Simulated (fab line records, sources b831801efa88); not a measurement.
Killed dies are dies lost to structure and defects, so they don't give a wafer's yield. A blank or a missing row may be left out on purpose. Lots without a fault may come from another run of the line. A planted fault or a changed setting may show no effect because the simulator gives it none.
Chamber matching | flow gf180mcu | GF_V2_CMP_26 on cmp-02: 4 sister chambers
The step polishes, stops on SiO2, t overpolish 15 s, target thk 0 nm. 4 wafers are shown with their chamber, then 7 later ones without.

WAFERS WITH THEIR CHAMBER
wafer  | chamber | motor_current_A (A)
L482.4 | 1       | 11.4
L493.6 | 3       | 10.0
L495.2 | 2       | 12.2
L495.3 | 0       | 9.3

WAFERS WITHOUT THEIR CHAMBER
wafer  | motor_current_A (A)
L495.6 | 9.6
L496.2 | 9.5
L496.3 | 10.5
L496.4 | 11.0
L499.2 | 11.6
L499.5 | 11.7
L499.6 | 9.7

WHICH CHAMBER EACH WENT THROUGH
wafer  | from the rows above     | in truth
L495.6 | can't be placed: 0 or 3 | 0
L496.2 | can't be placed: 0 or 3 | 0
L496.3 | can't be placed: 3 or 1 | 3
L496.4 | can't be placed: 1 or 3 | 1
L499.2 | can't be placed: 1 or 2 | 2
L499.5 | can't be placed: 1 or 2 | 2
L499.6 | can't be placed: 3 or 0 | 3
Placed correctly: 0 of 7. Can't be placed from these rows: 7 (the true chamber is among the candidates in 7). Placed wrongly: 0.
How it was worked out, from the rows above alone: a wafer's distance from a chamber is the root of the sum, over the readings, of the square of ((its reading less the chamber's mean) divided by the reading's scatter). The wafer belongs to the nearest chamber; if the next one is less than 2 further off, it can't be placed. A chamber's mean is the mean of its shown wafers. The scatter: with one shown wafer a chamber, the root of the mean of the squares of how far each hidden wafer lies from its nearest shown one.
